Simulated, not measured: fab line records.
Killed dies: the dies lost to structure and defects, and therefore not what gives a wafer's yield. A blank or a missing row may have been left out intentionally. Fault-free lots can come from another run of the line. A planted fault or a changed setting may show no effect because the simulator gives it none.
Which tool did it?    flow sky130    11 lots with 33 wafers sampled at 6 steps, on a route of 708 steps

## WHAT THE GAUGES SHOWED, per wafer
SKY_SD_N_RS_MEAS_16: measures by four-point-probe. Usual: for SD_N_RS the level is 68.56 ohm/sq and the standard deviation is 0.11.
lot   measured      on             SD_N_RS (ohm/sq)   flag
L899  day 29 16:23  film metro-02  68.53 68.60 68.67  
L900  day 29 19:43  film metro-03  68.51 68.59 68.42  
L901  day 30 15:53  film metro-04  68.51 68.43 68.49  
L902  day 30 18:30  film metro-02  68.53 68.60 68.73  
L904  day 31 07:07  film metro-03  68.65 68.75 68.40  
L906  day 31 22:18  film metro-04  68.84 68.70 68.66  
L908  day 32 11:32  film metro-04  71.16 71.20 71.17  OFF
L911  day 33 19:37  film metro-04  71.32 71.08 71.20  OFF
L916  day 35 17:01  film metro-04  68.53 68.60 68.33  
L918  day 35 21:25  film metro-03  68.57 68.55 68.63  
L919  day 36 05:41  film metro-04  68.54 68.55 68.60  

SKY_SD_N_RS_MEAS_17: measures by four-point-probe. Usual: for SD_P_RS the level is 147.0 ohm/sq and the standard deviation is 0.41.
lot   measured      on             SD_P_RS (ohm/sq)   flag
L899  day 29 16:31  film metro-02  146.7 147.0 146.9  
L900  day 29 19:50  film metro-03  146.9 146.9 146.7  
L901  day 30 16:00  film metro-04  146.7 146.9 146.6  
L902  day 30 18:37  film metro-02  147.4 147.1 147.2  
L904  day 31 07:14  film metro-03  146.7 146.9 146.5  
L906  day 31 22:25  film metro-04  147.5 146.6 147.3  
L908  day 32 11:39  film metro-04  162.0 161.9 161.1  OFF
L911  day 33 19:44  film metro-04  162.3 162.0 162.3  OFF
L916  day 35 17:08  film metro-04  146.7 146.9 146.7  
L918  day 35 21:32  film metro-03  147.1 147.9 147.8  
L919  day 36 05:49  film metro-04  147.5 146.8 147.1  

SKY_METAL1_OVL_MEAS_16. Usual: for METAL1_OVL the level is -2 nm and the standard deviation is 5.9.
lot   measured      on          METAL1_OVL (nm)  flag
L899  day 34 14:35  overlay-01  -9 -5 -9         
L900  day 34 14:37  overlay-01  3 8 -1           
L901  day 35 11:05  overlay-02  -6 -10 -8        
L902  day 35 14:04  overlay-01  1 12 4           
L904  day 36 01:10  overlay-01  -5 0 4           
L906  day 36 15:01  overlay-02  0 -3 -2          
L908  day 37 04:01  overlay-01  -5 -8 0          
L911  day 38 11:17  overlay-01  -9 -5 -3         
L916  day 40 05:44  overlay-02  -14 -18 -8       
L918  day 40 11:08  overlay-01  3 2 3            
L919  day 40 17:52  overlay-01  -5 -1 -4         

## WHICH TOOL RAN EACH LOT (tool, then ch and the chambers of the sampled wafers, then the start)
lot   SKY_NWELL_RTA_28                  SKY_SD_N_RTA_14                   SKY_CONTACT_SPUTTER_23
L899  rtp anneal-02 ch 0, day 6 08:26   rtp anneal-02 ch 0, day 29 16:13  pvd sputter-04, day 33 10:41
L900  rtp anneal-01 ch 0, day 6 09:08   rtp anneal-01 ch 0, day 29 19:31  pvd sputter-03, day 33 11:17
L901  rtp anneal-02 ch 0, day 7 00:22   rtp anneal-02 ch 0, day 30 15:43  pvd sputter-04, day 34 07:12
L902  rtp anneal-01 ch 0, day 7 01:05   rtp anneal-02 ch 0, day 30 18:19  pvd sputter-03, day 34 10:13
L904  rtp anneal-01 ch 0, day 7 12:14   rtp anneal-02 ch 0, day 31 06:56  pvd sputter-03, day 34 21:50
L906  rtp anneal-01 ch 0, day 7 23:07   rtp anneal-02 ch 0, day 31 22:07  pvd sputter-03, day 35 12:14
L908  rtp anneal-02 ch 0, day 8 12:07   rtp anneal-02 ch 0, day 32 11:20  pvd sputter-04, day 36 00:45
L911  rtp anneal-02 ch 0, day 9 16:38   rtp anneal-02 ch 0, day 33 19:25  pvd sputter-03, day 37 07:56
L916  rtp anneal-02 ch 0, day 10 13:16  rtp anneal-01 ch 0, day 35 16:50  pvd sputter-01, day 39 03:43
L918  rtp anneal-01 ch 0, day 11 08:16  rtp anneal-01 ch 0, day 35 21:12  pvd sputter-01, day 39 08:37
L919  rtp anneal-01 ch 0, day 11 16:19  rtp anneal-01 ch 0, day 36 05:31  pvd sputter-03, day 39 16:24
- SKY_NWELL_RTA_28: time 30 s.
- SKY_SD_N_RTA_14: time 2 s.
- SKY_CONTACT_SPUTTER_23: material TiN, target thk 20 nm, time 80 s.

## WHAT THE TOOLS THEMSELVES READ (means of the sampled wafers that have a number; where no wafer has one, the mark that the record gives instead)
SKY_NWELL_RTA_28. Usual: lamp power pct 25.31 %, standard deviation 0.052; ramp up c per s 150.00, standard deviation 0.028; wafer_temp_C_max 1054.8, standard deviation 1.
lot   tool           lamp power pct (%)  ramp up c per s  wafer_temp_C_max  flag
L899  rtp anneal-02  25.30               149.99           1055.4            
L900  rtp anneal-01  25.29               150.02           1054.9            
L901  rtp anneal-02  25.30               150.00           1054.8            
L902  rtp anneal-01  25.33               150.00           1055.3            
L904  rtp anneal-01  25.31               150.00           1055.6            
L906  rtp anneal-01  25.29               149.98           1054.3            
L908  rtp anneal-02  25.34               150.01           1054.2            
L911  rtp anneal-02  25.30               150.00           1055.2            
L916  rtp anneal-02  25.34               149.98           1054.0            
L918  rtp anneal-01  25.29               150.01           1054.9            
L919  rtp anneal-01  25.34               149.99           1054.6            

SKY_SD_N_RTA_14. Usual: lamp power pct 15.74 %, standard deviation 0.058; ramp up c per s 150.00, standard deviation 0.029; wafer_temp_C_max 1078.0, standard deviation 1.2.
lot   tool           lamp power pct (%)  ramp up c per s  wafer_temp_C_max  flag
L899  rtp anneal-02  15.74               150.01           1078.9            
L900  rtp anneal-01  15.74               149.99           1078.5            
L901  rtp anneal-02  15.69               150.01           1077.8            
L902  rtp anneal-02  15.74               149.99           1078.8            
L904  rtp anneal-02  15.76               150.01           1076.9            
L906  rtp anneal-02  15.73               149.97           1077.5            
L908  rtp anneal-02  15.18               150.00           1078.0            OFF
L911  rtp anneal-02  15.09               150.01           1077.0            OFF
L916  rtp anneal-01  15.70               149.98           1077.9            
L918  rtp anneal-01  15.74               150.02           1078.0            
L919  rtp anneal-01  15.75               150.01           1077.7            

SKY_CONTACT_SPUTTER_23. Usual: throttle valve pct reads 29.6 % (standard deviation 1.2).
lot   tool            throttle valve pct (%)  flag
L899  pvd sputter-04  30.5                    
L900  pvd sputter-03  28.6                    
L901  pvd sputter-04  29.0                    
L902  pvd sputter-03  29.6                    
L904  pvd sputter-03  28.6                    
L906  pvd sputter-03  28.9                    
L908  pvd sputter-04  30.3                    
L911  pvd sputter-03  28.7                    
L916  pvd sputter-01  30.0                    
L918  pvd sputter-01  29.1                    
L919  pvd sputter-03  28.8                    

## THE ANSWER, worked out from the rows above alone
Rule: take the mean of a lot's wafers that have a number; if it is more than 3 standard deviations from the usual mean, the lot is off. Also off: a lot with no number at a reading for which 4 or more lots have one. All remaining lots with rows at the step are treated as sound. Order of review: gauges by route order, followed by the tools' own readings, for which a lot's mean as printed above is used. At the first step where some lot is off, the reading lying furthest off is the one used; lots without a number count as furthest.
Off: L908, L911, seen at SKY_SD_N_RS_MEAS_16 (SD_N_RS).
A tool fits if, at a process step before that reading, it ran every lot that is off, and no sound lot after the first of them. Not tried: the gauges at SKY_SD_N_RS_MEAS_16; whatever is off there is also off at SKY_SD_N_RTA_14, on other tools, and gauge error can't account for it. One fits: SKY_SD_N_RTA_14 on rtp anneal-02. A fault onset in the window from L906 (day 31 22:07, its last sound lot) to L908 (day 32 11:20, its first lot off) fits.
On the lots that are off, the tool's own readings at SKY_SD_N_RTA_14 differ by more than 5 times the standard deviation of the sound lots' means, which bears it out; lamp power pct reads 15.13 % there versus 15.73 % on the sound lots.

## WHAT THE SIMULATOR HAD PUT IN
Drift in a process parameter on rtp anneal-02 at SKY_SD_N_RTA_14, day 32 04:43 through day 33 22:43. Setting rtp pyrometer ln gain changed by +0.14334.
Struck lots among those shown: L908, L911. The rule given above showed the same thing.
